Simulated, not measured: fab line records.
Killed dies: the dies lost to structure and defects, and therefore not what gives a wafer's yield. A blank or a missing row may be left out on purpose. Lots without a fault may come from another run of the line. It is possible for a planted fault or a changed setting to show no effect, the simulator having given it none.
Which tool was responsible? || flow sky130 || at 1 step of a route of 708, 10 lots with 30 wafers sampled

## WHAT THE GAUGES SHOWED, per wafer
SKY_CAP2M_OVL_MEAS_12.
{"lot": "L484", "measured": "day 42 08:26", "on": "overlay-01", "CAP2M_OVL (nm)": "-0.5 -0.9 -0.5"}
{"lot": "L487", "measured": "day 42 23:39", "on": "overlay-02", "CAP2M_OVL (nm)": "3.5 2.8 3.0"}
{"lot": "L488", "measured": "day 43 02:07", "on": "overlay-01", "CAP2M_OVL (nm)": "1.1 0.5 1.2"}
{"lot": "L490", "measured": "day 43 14:33", "on": "overlay-01", "CAP2M_OVL (nm)": "0.4 0.1 -0.1"}
{"lot": "L491", "measured": "day 43 21:32", "on": "overlay-01", "CAP2M_OVL (nm)": "0.0 0.6 -0.2"}
{"lot": "L492", "measured": "day 44 11:03", "on": "overlay-02", "CAP2M_OVL (nm)": "1.4 0.6 1.0"}
{"lot": "L502", "measured": "day 47 00:07", "on": "overlay-01", "CAP2M_OVL (nm)": "-1.1 -1.1 -0.3"}
{"lot": "L503", "measured": "day 47 01:08", "on": "overlay-01", "CAP2M_OVL (nm)": "1.0 0.6 2.6"}
{"lot": "L504", "measured": "day 47 03:38", "on": "overlay-01", "CAP2M_OVL (nm)": "0.6 2.7 1.0"}
{"lot": "L505", "measured": "day 47 11:40", "on": "overlay-02", "CAP2M_OVL (nm)": "0.9 1.3 0.5"}

## WHICH TOOL RAN EACH LOT (tool, then ch and the chambers of the sampled wafers, then the start)
The record shows no process step preceding these readings.

## AS READ BY THE TOOLS THEMSELVES (means over the sampled wafers that have a number; for cases with no such wafer, the mark the record gives instead)
The record holds no such reading with a usual standard deviation.

## THE ANSWER, worked out from the rows above alone
Rule: the usual values come from the lots themselves. Put in order of their means at a reading, lots are off if they are a third of the lots or fewer, leave a main group of 4 or more, and stand apart from it by a gap of 3 or more times the standard deviation of the main group's means; of several such gaps the widest counts. A main group whose means are all the same, to the digits that the tables above print for the reading, isn't used. A lot without any number at a reading at which 4 lots or more have one is off too. Any other lot the step has rows for is counted as sound. After the gauges, taken in route order, come the tools' own readings; for these a lot's mean is taken, as printed above. At the first step where some lot is off, the reading lying furthest off is the one used; lots without a number count as furthest.
No lot is off on any of the readings shown, so nothing can be concluded from this.

## WHAT WAS PUT IN BY THE SIMULATOR
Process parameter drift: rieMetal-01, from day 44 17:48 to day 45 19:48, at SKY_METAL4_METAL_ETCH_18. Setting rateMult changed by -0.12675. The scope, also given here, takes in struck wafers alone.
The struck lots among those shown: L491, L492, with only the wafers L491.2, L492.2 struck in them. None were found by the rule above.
